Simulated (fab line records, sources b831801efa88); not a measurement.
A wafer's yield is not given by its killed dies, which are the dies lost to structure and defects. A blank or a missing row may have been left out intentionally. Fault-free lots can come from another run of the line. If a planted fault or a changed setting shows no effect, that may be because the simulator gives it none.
A single fault, viewed from 2 desks || flow sky130 || each desk has only its own numbers; what lay behind them comes last

FOR THE TOOL OWNER'S DESK: implanter-04
For each lot that ran on this tool, the mean over its sampled wafers that have a number, from the tool's own readings at SKY_LDD_N_IMPLANT_11. The brackets show how far a lot's mean lies from the usual mean; more than 4 standard deviations puts the lot out of limits, marked OUT.
Columns: A = beam-energy-keV at SKY_LDD_N_IMPLANT_11, usual 20.000; B = end-station-pressure-torr at SKY_LDD_N_IMPLANT_11, usual 5.32e-06 Torr; C = faraday-current-uA at SKY_LDD_N_IMPLANT_11, usual 423
{"lot": "L166", "first seen here": "day 17 15:12", "A": 19.996, "B": 5.28e-06, "C": 427}
{"lot": "L168", "first seen here": "day 19 17:33", "A": 19.999, "B": 5.34e-06, "C": 423}
{"lot": "L175", "first seen here": "day 20 23:38", "A": 19.993, "B": 5.21e-06, "C": 428}
{"lot": "L176", "first seen here": "day 21 16:22", "A": 20.007, "B": 5.37e-06, "C": 420}
This desk's finding: nothing out of limits on any of the 4 lots.

AT THE METROLOGY DESK
What the gauges read, lot by lot, whatever tool the lot ran on: means of the sampled wafers that have a number. The brackets show how far a lot's mean lies from the usual mean; more than 4 standard deviations puts the lot out of limits, marked OUT. Only the readings that lie furthest out on some lot appear, 7 of the 8 it has.
Columns: A = LDD_N_OVL at SKY_LDD_N_OVL_MEAS_07, usual -0.3 nm; B = LDD_N_TW at SKY_LDD_N_TW_MEAS_17, usual 2601; C = cd-nm at SKY_LDD_P_CD_MEAS_07, usual 380 nm; D = LDD_P_OVL at SKY_LDD_P_OVL_MEAS_08, usual 0.3 nm; E = LDD_P_TW at SKY_LDD_P_TW_MEAS_11, usual 637; F = LDD_HVN_OVL at SKY_LDD_HVN_OVL_MEAS_07, usual 0.2 nm; G = LDD_HVN_TW at SKY_LDD_HVN_TW_MEAS_10, usual 1444
{"lot": "L166", "first seen here": "day 16 13:54", "A": -1.6, "B": 2621, "C": 377, "D": -2.0, "E": 637, "F": 0.6, "G": 1436}
{"lot": "L168", "first seen here": "day 18 10:21", "A": -2.6, "B": 2607, "C": 388, "D": 3.3, "E": 636, "F": -1.3, "G": 1459}
{"lot": "L175", "first seen here": "day 19 17:22", "A": -0.1, "B": 2599, "C": 376, "D": 0.0, "E": 645, "F": 0.4, "G": 1437}
{"lot": "L176", "first seen here": "day 20 09:11", "A": -0.0, "B": 2582, "C": 378, "D": 2.8, "E": 644, "F": 1.2, "G": 1460}
{"lot": "L184", "first seen here": "day 22 21:02", "A": 0.8, "B": 2626, "C": 383, "D": 0.8, "E": 634, "F": 1.0, "G": 1440}
{"lot": "L186", "first seen here": "day 23 12:50", "A": -0.1, "B": 2627, "C": 380, "D": -0.8, "E": 634, "F": 0.9, "G": 1444}
This desk's finding: nothing out of limits on any of the 6 lots.

PUT TOGETHER
The tool owner's desk saw nothing out of limits.
The metrology desk saw nothing out of limits.

WHAT THE SIMULATOR HAD INSERTED
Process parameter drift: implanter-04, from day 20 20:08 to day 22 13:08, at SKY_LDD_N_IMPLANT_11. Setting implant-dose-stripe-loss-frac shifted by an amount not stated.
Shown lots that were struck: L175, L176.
